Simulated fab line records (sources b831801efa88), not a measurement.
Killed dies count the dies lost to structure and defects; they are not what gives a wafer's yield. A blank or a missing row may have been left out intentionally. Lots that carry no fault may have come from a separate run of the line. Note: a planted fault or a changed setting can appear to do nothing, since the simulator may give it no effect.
2 desks looking at one fault || flow sfq line || each desk holds nothing but its own numbers, with what lay behind them at the end

== THE METROLOGY DESK ==
Lot by lot, what the gauges showed, no matter which tool ran the lot: averages of those sampled wafers that carry a number. Any lot whose mean is over 4 standard deviations away from the usual mean is out of limits and marked OUT; that distance is given in the brackets.
Columns: A = I7_BOW at SFQ_I7_BOW_MEAS_946, usual 7 um
{"lot": "L676", "first seen here": "day 76 19:19", "A": 30}
{"lot": "L679", "first seen here": "day 77 11:17", "A": 20}
{"lot": "L680", "first seen here": "day 77 13:30", "A": 12}
{"lot": "L681", "first seen here": "day 77 19:30", "A": 8}
{"lot": "L682", "first seen here": "day 77 23:54", "A": 14}
{"lot": "L683", "first seen here": "day 78 08:44", "A": -1}
{"lot": "L684", "first seen here": "day 78 15:34", "A": 8}
{"lot": "L685", "first seen here": "day 79 03:34", "A": 5}
{"lot": "L686", "first seen here": "day 80 05:48", "A": 1}
{"lot": "L687", "first seen here": "day 82 22:00", "A": -9}
{"lot": "L688", "first seen here": "day 82 23:11", "A": 32}
{"lot": "L692", "first seen here": "day 87 17:44", "A": 15}
{"lot": "L695", "first seen here": "day 88 02:46", "A": 5}
{"lot": "L697", "first seen here": "day 88 05:53", "A": 10}
This desk's finding: nothing out of limits on any of the 14 lots.

== THE TOOL OWNER'S DESK: cmp-02 ==
The tool's own readings at SFQ_TRILAYER_I7_CMP_CMP_184 (polishes SiO2): means of the sampled wafers that have a number, for each lot that ran on this tool. Any lot whose mean is over 4 standard deviations away from the usual mean is out of limits and marked OUT; that distance is given in the brackets.
Columns: A = motor current A at SFQ_TRILAYER_I7_CMP_CMP_184, usual 10.5 A; B = platen rpm at SFQ_TRILAYER_I7_CMP_CMP_184, usual 60.00 rpm; C = time to endpoint s at SFQ_TRILAYER_I7_CMP_CMP_184, usual 222 s
{"lot": "L680", "first seen here": "day 77 11:00", "A": 10.2, "B": 59.98, "C": 223}
{"lot": "L681", "first seen here": "day 77 16:30", "A": 9.5, "B": 59.97, "C": 225}
{"lot": "L686", "first seen here": "day 80 04:18", "A": 10.2, "B": 60.02, "C": 212}
{"lot": "L687", "first seen here": "day 82 19:00", "A": 10.3, "B": 60.00, "C": 221}
{"lot": "L692", "first seen here": "day 87 15:43", "A": 9.9, "B": 59.98, "C": 216}
{"lot": "L695", "first seen here": "day 88 00:43", "A": 9.8, "B": 59.98, "C": 241}
{"lot": "L697", "first seen here": "day 88 02:53", "A": 10.0, "B": 59.97, "C": 244}
This desk's finding: nothing out of limits on any of the 7 lots.

== BROUGHT TOGETHER ==
The metrology desk saw nothing out of limits.
Nothing out of limits was seen by the tool owner's desk.

== WHAT THE SIMULATOR HAD INSERTED ==
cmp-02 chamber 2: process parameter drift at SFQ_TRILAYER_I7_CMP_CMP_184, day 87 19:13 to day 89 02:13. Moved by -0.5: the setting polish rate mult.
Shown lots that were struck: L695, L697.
